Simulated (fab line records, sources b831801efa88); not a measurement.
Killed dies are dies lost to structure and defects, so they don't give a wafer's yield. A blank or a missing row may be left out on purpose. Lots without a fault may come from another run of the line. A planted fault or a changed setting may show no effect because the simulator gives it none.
Which tool did it? | flow gf180mcu | 14 lots, 42 wafers sampled, at 5 steps of a route of 602

WHAT THE GAUGES READ, wafer by wafer
GF_VT_IMPLANT_OVL_MEAS_40.
lot  | measured     | on         | VT_IMPLANT_03_OVL (nm)
L895 | day 7 13:40  | overlay-02 | 2.3 1.5 2.1
L896 | day 7 22:50  | overlay-02 | 1.9 1.1 3.7
L897 | day 8 10:50  | overlay-02 | 1.1 0.8 2.6
L898 | day 8 17:50  | overlay-01 | -1.9 -0.3 1.0
L899 | day 8 18:37  | overlay-02 | 1.3 0.9 1.4
L900 | day 8 23:07  | overlay-01 | 3.5 4.0 3.6
L902 | day 9 17:28  | overlay-01 | 1.9 2.9 3.0
L903 | day 10 02:04 | overlay-02 | 2.1 2.5 1.6
L904 | day 10 07:13 | overlay-02 | 5.4 4.1 5.1
L907 | day 11 03:23 | overlay-01 | 0.9 -0.6 -0.3
L908 | day 11 09:14 | overlay-01 | 2.2 1.7 1.0
L909 | day 11 12:40 | overlay-01 | 2.5 0.8 2.9
L917 | day 14 03:40 | overlay-02 | 0.8 1.1 1.0
L918 | day 14 12:05 | overlay-02 | 3.4 3.4 2.8

GF_VT_IMPLANT_RS_MEAS_47: measures by four-point-probe.
lot  | measured     | on            | NWELL_RS (ohm/sq)
L895 | day 7 14:18  | film_metro-02 | 489.7 488.8 489.8
L896 | day 7 23:28  | film_metro-03 | 487.8 487.0 486.6
L897 | day 8 11:28  | film_metro-03 | 491.6 490.8 490.3
L898 | day 8 18:27  | film_metro-02 | 488.8 489.2 488.3
L899 | day 8 19:16  | film_metro-03 | 485.3 487.6 487.1
L900 | day 8 23:46  | film_metro-03 | 487.9 488.8 487.1
L902 | day 9 18:04  | film_metro-04 | 487.8 488.5 489.0
L903 | day 10 02:40 | film_metro-03 | 489.7 486.7 488.2
L904 | day 10 07:49 | film_metro-03 | 487.3 486.3 486.3
L907 | day 11 04:00 | film_metro-04 | 487.6 488.6 488.3
L908 | day 11 09:52 | film_metro-02 | 488.7 487.0 486.7
L909 | day 11 13:18 | film_metro-02 | 486.8 487.5 487.9
L917 | day 14 04:23 | film_metro-04 | 489.1 488.6 489.0
L918 | day 14 12:44 | film_metro-03 | 489.1 489.4 488.2

GF_DUAL_GATE_OVL_MEAS_11.
lot  | measured     | on         | DUAL_GATE_OVL (nm)
L895 | day 8 08:43  | overlay-02 | -0.2 -0.5 -3.1
L896 | day 8 17:45  | overlay-02 | -0.9 -1.7 -0.7
L897 | day 9 07:15  | overlay-02 | 1.6 -0.3 1.8
L898 | day 9 14:39  | overlay-01 | 1.0 1.5 -0.8
L899 | day 9 14:58  | overlay-02 | -0.7 0.2 0.2
L900 | day 9 20:07  | overlay-01 | 0.4 -0.7 0.4
L902 | day 10 15:32 | overlay-01 | -1.1 -1.5 -0.7
L903 | day 10 23:06 | overlay-02 | -3.2 -3.0 -3.0
L904 | day 11 04:48 | overlay-01 | -0.1 -0.9 0.4
L907 | day 12 00:45 | overlay-01 | -0.5 -0.9 1.1
L908 | day 12 06:42 | overlay-02 | -0.2 1.6 -0.9
L909 | day 12 10:12 | overlay-01 | -2.6 -3.7 -2.7
L917 | day 15 03:39 | overlay-02 | -0.2 -0.2 0.8
L918 | day 15 12:59 | overlay-01 | 1.4 -0.2 -0.3

GF_POLY_GATE_THK_MEAS_01.
lot  | measured     | on            | POLY_GATE_CVD_00_THK (nm)
L895 | day 8 12:32  | film_metro-01 | 201.0 202.3 203.7
L896 | day 8 21:30  | film_metro-03 | 201.9 201.1 200.6
L897 | day 9 10:25  | film_metro-04 | 200.1 197.5 198.0
L898 | day 9 19:12  | film_metro-03 | 198.8 200.8 199.4
L899 | day 9 19:13  | film_metro-01 | 200.9 200.5 200.3
L900 | day 10 00:43 | film_metro-04 | 195.7 196.3 195.2
L902 | day 10 20:05 | film_metro-04 | 201.2 200.8 201.2
L903 | day 11 03:06 | film_metro-04 | 204.3 202.0 202.2
L904 | day 11 09:33 | film_metro-04 | 201.4 202.7 203.0
L907 | day 12 04:34 | film_metro-04 | 314.0 316.3 314.5
L908 | day 12 10:24 | film_metro-03 | 311.4 312.5 313.1
L909 | day 12 13:23 | film_metro-04 | 197.1 197.3 198.3
L917 | day 15 06:52 | film_metro-04 | 201.3 200.8 201.3
L918 | day 15 16:09 | film_metro-04 | 200.9 200.7 201.9

WHICH TOOL RAN EACH LOT (tool, then ch and the chambers of the sampled wafers, then the start)
lot  | GF_POLY_GATE_CVD_00
L895 | lpcvd-02 ch 1, day 8 10:31
L896 | lpcvd-02 ch 0, day 8 20:10
L897 | lpcvd-02 ch 0, day 9 09:04
L898 | lpcvd-01 ch 1, day 9 17:52
L899 | lpcvd-01 ch 1, day 9 17:52
L900 | lpcvd-01 ch 1, day 9 22:41
L902 | lpcvd-02 ch 0, day 10 18:45
L903 | lpcvd-02 ch 0, day 11 01:46
L904 | lpcvd-02 ch 1, day 11 07:33
L907 | lpcvd-02 ch 0, day 12 02:34
L908 | lpcvd-02 ch 1, day 12 09:04
L909 | lpcvd-01 ch 0, day 12 12:01
L917 | lpcvd-02 ch 1, day 15 05:29
L918 | lpcvd-01 ch 1, day 15 14:49
- GF_POLY_GATE_CVD_00: deposits poly-Si, target thk 200 nm, time 1200 s.

WHAT THE TOOLS THEMSELVES READ (means of the sampled wafers that have a number; where no wafer has one, the mark that the record gives instead)
GF_POLY_GATE_CVD_00.
lot  | tool     | pressure_mtorr (mTorr) | zone_power_lower_pct (%)
L895 | lpcvd-02 | 200.4                  | 8.6
L896 | lpcvd-02 | 200.3                  | 8.6
L897 | lpcvd-02 | 200.4                  | 8.6
L898 | lpcvd-01 | 200.0                  | 7.7
L899 | lpcvd-01 | 200.2                  | 7.6
L900 | lpcvd-01 | 199.2                  | 7.6
L902 | lpcvd-02 | 200.1                  | 8.5
L903 | lpcvd-02 | 200.0                  | 8.5
L904 | lpcvd-02 | 199.9                  | 8.7
L907 | lpcvd-02 | 199.8                  | 8.4
L908 | lpcvd-02 | 199.5                  | 8.6
L909 | lpcvd-01 | 199.8                  | 9.5
L917 | lpcvd-02 | 200.3                  | 8.7
L918 | lpcvd-01 | 199.9                  | 7.6

THE ANSWER, worked out from the rows above alone
Rule: what is usual is taken from the lots themselves. Put in order of their means at a reading, lots are off if they are a third of the lots or fewer, leave a main group of 4 or more, and stand apart from it by a gap of 3 or more times the standard deviation of the main group's means; of several such gaps the widest counts. A main group whose means are all the same, to the digits that the tables above print for the reading, isn't used. A lot without any number at a reading at which 4 lots or more have one is off too. The other lots that the step has rows for count as sound. The gauges are gone through in route order, then the tools' own readings, and for those a lot's mean is taken as printed above. The first step at which some lot is off is used, and at that step the reading that is off furthest; a lot without a number counts as furthest.
Off: L907, L908, at GF_POLY_GATE_THK_MEAS_01 (POLY_GATE_CVD_00_THK). The main group: mean 200.3 nm, standard deviation 2.
A tool fits if, at a process step before that reading, it ran every lot that is off, and no sound lot after the first of them. The gauges at GF_POLY_GATE_THK_MEAS_01 are tried like those tools. None of those tried fits.

WHAT THE SIMULATOR HAD PUT IN
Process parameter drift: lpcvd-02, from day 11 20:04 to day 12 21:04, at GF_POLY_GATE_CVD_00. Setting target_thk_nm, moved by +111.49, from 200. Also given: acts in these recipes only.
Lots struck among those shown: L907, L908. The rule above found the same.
